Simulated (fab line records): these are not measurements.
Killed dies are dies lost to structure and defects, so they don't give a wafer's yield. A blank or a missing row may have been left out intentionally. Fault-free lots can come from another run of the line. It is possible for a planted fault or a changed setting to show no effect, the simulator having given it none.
Which tool did it? :: flow gf180mcu :: route of 602 steps, sampled at 1 step: 7 lots, 21 wafers

## WHAT EACH GAUGE READ, for each wafer
GF_CONTACT_CD_MEAS_14: the cd target is 220 nm.
lot: L853
measured: day 16 15:22
on: cd-sem-01
cd-nm (nm): 221.4 221.7 220.9

lot: L856
measured: day 17 14:13
on: cd-sem-02
cd-nm (nm): 217.5 217.1 218.2

lot: L859
measured: day 18 21:00
on: cd-sem-01
cd-nm (nm): 219.3 219.4 220.2

lot: L861
measured: day 19 08:44
on: cd-sem-02
cd-nm (nm): 222.1 222.0 220.8

lot: L871
measured: day 23 12:22
on: cd-sem-01
cd-nm (nm): 221.5 221.5 220.4

lot: L873
measured: day 23 21:59
on: cd-sem-01
cd-nm (nm): 222.9 222.8 222.3

lot: L874
measured: day 24 10:01
on: cd-sem-02
cd-nm (nm): 220.6 220.1 219.7

## WHAT TOOL EACH LOT RAN ON (gives the tool, then ch and the chambers of the sampled wafers, and finally the start)
The record holds no process step before these readings.

## THE ANSWER, worked out from the rows above alone
Rule: what is usual is taken from the lots themselves. The widest of any qualifying gaps counts: lots, ordered by their means at a reading, are off when they make up no more than a third of the lots, leave a main group of 4 or more, and stand apart from it by 3 or more times the standard deviation of that group's means. The tables above print the reading to a certain number of digits; a main group whose means all agree to those digits is not used. Also off: a lot with no number at a reading for which 4 or more lots have one. All remaining lots with rows at the step are treated as sound.
None of the lots is off at any reading shown; this tells nothing.

## WHAT WAS PUT IN BY THE SIMULATOR
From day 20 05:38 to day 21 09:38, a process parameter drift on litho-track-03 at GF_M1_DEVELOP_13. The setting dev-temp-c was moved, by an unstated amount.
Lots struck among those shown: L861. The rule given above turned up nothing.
